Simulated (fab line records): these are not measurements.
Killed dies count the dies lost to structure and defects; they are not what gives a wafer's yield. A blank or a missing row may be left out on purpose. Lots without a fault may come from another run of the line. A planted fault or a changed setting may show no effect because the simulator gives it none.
2 desks looking at one fault || flow gf180mcu || numbers are kept per desk, each desk with only its own; the story behind them comes last

== METROLOGY DESK ==
What the gauges read for every lot (on any tool): the sampled wafers with a number, averaged. Marked OUT: a lot whose mean sits more than 4 standard deviations from the usual mean, which makes it out of limits; the brackets give that distance.
Columns: A = cd_nm at GF_NSD_CD_MEAS_07, usual 400.0 nm; B = CONTACT_CVD_00_THK at GF_CONTACT_THK_MEAS_01, usual 306 nm
{"lot": "L304", "first seen here": "day 13 18:49", "A": 396.8, "B": 303}
{"lot": "L306", "first seen here": "day 14 04:32", "A": 399.9, "B": 305}
{"lot": "L305", "first seen here": "day 14 06:23", "A": 397.7, "B": 304}
{"lot": "L312", "first seen here": "day 16 15:04", "A": 399.8, "B": 304}
{"lot": "L313", "first seen here": "day 16 18:39", "A": 397.8, "B": 303}
{"lot": "L315", "first seen here": "day 17 15:49", "A": 405.5, "B": 306}
{"lot": "L318", "first seen here": "day 18 18:49", "A": 396.7, "B": 306}
{"lot": "L320", "first seen here": "day 19 11:07", "A": 399.9, "B": 305}
{"lot": "L319", "first seen here": "day 19 13:06", "A": 404.3, "B": 306}
{"lot": "L321", "first seen here": "day 20 01:05", "A": 402.4, "B": 303}
{"lot": "L322", "first seen here": "day 20 07:22", "A": 400.4, "B": 308}
{"lot": "L324", "first seen here": "day 20 11:57", "A": 396.1, "B": 314}
{"lot": "L323", "first seen here": "day 20 15:48", "A": 401.7, "B": 306}
{"lot": "L326", "first seen here": "day 21 12:25", "A": 398.8, "B": 304}
This desk found nothing out of limits on any of the 14 lots.

== DESK OF THE TOOL OWNER: rtp_anneal-02 ==
The tool's own readings at GF_SALICIDE_RTA_06 (time 30 s): means of the sampled wafers that have a number, for each lot that ran on this tool. Marked OUT: a lot whose mean sits more than 4 standard deviations from the usual mean, which makes it out of limits; the brackets give that distance.
Columns: A = lamp_power_pct at GF_SALICIDE_RTA_06, usual 6.43 %; B = wafer_temp_C_max at GF_SALICIDE_RTA_06, usual 532.9
{"lot": "L304", "first seen here": "day 15 15:51", "A": 6.74, "B": 534.4}
{"lot": "L306", "first seen here": "day 16 00:04", "A": 6.73, "B": 533.8}
{"lot": "L313", "first seen here": "day 18 19:49", "A": "5.17 (-5.5) OUT", "B": 534.9}
{"lot": "L315", "first seen here": "day 19 16:56", "A": "5.17 (-5.5) OUT", "B": 534.2}
This desk's finding: out of limits on L313, L315; first on L313, day 18 19:49 (lamp_power_pct at GF_SALICIDE_RTA_06). L304, L306 stayed within limits.

== PUT TOGETHER ==
The tool owner's desk could have raised an alarm at day 18 19:49, on L313, L315.
Nothing out of limits was seen by the metrology desk.
The metrology desk holds a record of L313, L315, inside its limits.
On rtp_anneal-02, each named lot ran GF_SALICIDE_RTA_06.

== WHAT THE SIMULATOR PUT IN ==
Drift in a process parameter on rtp_anneal-02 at GF_SALICIDE_RTA_06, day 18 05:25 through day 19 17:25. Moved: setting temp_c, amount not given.
Lots struck among those shown: L313, L315.
Hours from the fault's start to each desk's first reading out of limits: the tool owner's desk, 14.
